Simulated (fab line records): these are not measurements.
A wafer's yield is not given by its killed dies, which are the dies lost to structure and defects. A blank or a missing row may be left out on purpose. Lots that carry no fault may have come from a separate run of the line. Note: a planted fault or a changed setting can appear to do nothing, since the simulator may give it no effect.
Comparing a struck lot with a sound one | flow sky130 | 15 steps out of a route of 708
Sound: the wafers L105.2, L105.4, L105.6. Struck: wafer L119.5 (left out: L119.2, a lot-mate that was not struck); the cause follows at the end.
For every step that has rows: the tool of each side, followed by ch and its chambers, followed by its first start. Under that, the readings that differ: sound wafers | struck wafers | difference of the means | sigmas: that difference in standard deviations of wafers without a fault.
alike: words and numbers the same on both sides, and readings whose means are apart by under 2 such deviations; not compared: readings that were withheld, readings missing a value for some wafer, numbers with overlapping values and no deviation given by the record, and bounds like >300 which may hide the same value.
A row with sigmas, a row that says differs or no value, or rows on one side alone: a step with any of these is where the two part. When numbers do not overlap yet have no deviation, they are printed without sigmas and do not part them. Lack of a reading on every wafer of one side parts them only where that side has two or more wafers.

first, 8 steps without rows for these wafers: SKY_FIELD_ISO_DEHYDRATE_05 (time 60 s); SKY_FIELD_ISO_HMDS_06 (prime time 60 s); SKY_FIELD_ISO_COAT_07 (resist thk 60 nm); SKY_FIELD_ISO_COAT_08 (resist thk 450 nm); SKY_FIELD_ISO_SOFTBAKE_09 (time 90 s); SKY_FIELD_ISO_EXPOSE_10 (exposes mask FOM, target cd 150 nm); SKY_FIELD_ISO_PEB_11; SKY_FIELD_ISO_DEVELOP_12 (develop time 60 s).
SKY_FIELD_ISO_CD_MEAS_13: the cd target is 150 nm.
  sound on cd-sem-02, day 3 12:42; struck on cd-sem-02, day 6 14:44
  alike: cd-nm
SKY_FIELD_ISO_ETCH_14: etches BARC in N2/H2, stops on SiO2, time 45.9 s, target depth 60 nm.
  sound on rie-diel-03 ch 1,2, day 3 12:48; struck on rie-diel-04 ch 1, day 6 14:50
  alike: bias-w, drypump-motor-current-A, oes-product-au, run-length-s, throttle-valve-pct
  not compared: rf-hours-counter-h
SKY_FIELD_ISO_ETCH_15: etches the open film in CHF3/O2, stops on Si, target depth 180 nm, time 72 s.
  sound on rie-diel-03 ch 1,2, day 3 12:50; struck on rie-diel-04 ch 1, day 6 14:53
  reading    | sound             | struck | difference | sigmas
  bias-w (W) | 199.0 200.6 199.8 | 201.1  | +1.3       | +2
  alike: drypump-motor-current-A, oes-product-au, run-length-s, throttle-valve-pct
  not compared: rf-hours-counter-h
SKY_FIELD_ISO_STRIP_16: strips in O2/N2.
  sound on plasma-asher-02 ch 0,1, day 3 12:54; struck on plasma-asher-03 ch 1, day 6 14:56
  alike: drypump-motor-current-A, oes-product-au, strip-time-to-endpoint-s
  not compared: rf-hours-counter-h
SKY_FIELD_ISO_ETCH_17: etches Si in HBr/Cl2/O2, target depth 342 nm, time 97.7 s.
  sound on rie-si-01 ch 1,2,3, day 3 13:00; struck on rie-si-02 ch 2, day 6 15:02
  reading                               | sound             | struck | difference | sigmas
  run-length-s (s)                      | 126.1 126.2 126.2 | 112.0  | -14.2      | -36
  model.etch.depth-nm (nm)              | 346.8 347.3 343.4 | 295.3  | -50.5      |
  model.FIELD_ISO.feature-depth-nm (nm) | 346.8 347.3 343.4 | 295.3  | -50.5      |
  alike: drypump-motor-current-A, oes-product-au, throttle-valve-pct
  not compared: bias-w, rf-hours-counter-h
then, 1 step without rows for these wafers: SKY_FIELD_ISO_WET_ETCH_18 (etches Si3N4 in H3PO4, target depth 25 nm, time 286 s).
-- here the record skips 44 days between the struck wafers' starts before and after, leaving off in module FIELD_ISO and picking up in module PAD_OPEN (first step shown: number 708 of the route) --
SKY_PAD_OPEN_PROBE_99:
  sound on prober-02, day 47 11:56; struck on prober-02, day 50 10:56
  reading                                 | sound                         | struck    | difference | sigmas
  model.etest.res_p_drift_20v.line-ohm-um | 1.057e+04 1.076e+04 1.032e+04 | 9365      | -1185      |
  model.etest.res_p_drift_20v.rs-ohm-sq   | 8762 8879 8654                | 7652      | -1113      |
  model.etest.pfet_16v.r-on-ohm-um        | 1.529e+04 1.556e+04 1.522e+04 | 1.384e+04 | -1.517e+03 |
  model.etest.res-iso-pwell.rs-ohm-sq     | 3398 3429 3259                | 2249      | -1113      |
  model.etest.res-iso-pwell.line-ohm-um   | 1292 1304 1246                | 844.7     | -436.0     |
  model.etest.res-nwell.line-ohm-um       | 1128 1122 1110                | 1024      | -96        |
  model.etest.res-nwell.rs-ohm-sq         | 948.4 947.4 943.5             | 840.7     | -105.7     |
  model.etest.res-nwell.width-nm (nm)     | 847.8 849.1 845.9             | 815.9     | -31.7      |
  alike: killed_at_M0_to_M3, killed_at_M4_up, killed-at-contacts, killed-at-front-end, killed-at-other, killed-dies, killed-open, killed-short

WHERE THEY PART
First at SKY_FIELD_ISO_ETCH_15; last, within this record, at SKY_FIELD_ISO_ETCH_17. Later steps at which nothing parts them and some readings are alike: SKY_PAD_OPEN_PROBE_99.

WHY: whatever the simulator had introduced
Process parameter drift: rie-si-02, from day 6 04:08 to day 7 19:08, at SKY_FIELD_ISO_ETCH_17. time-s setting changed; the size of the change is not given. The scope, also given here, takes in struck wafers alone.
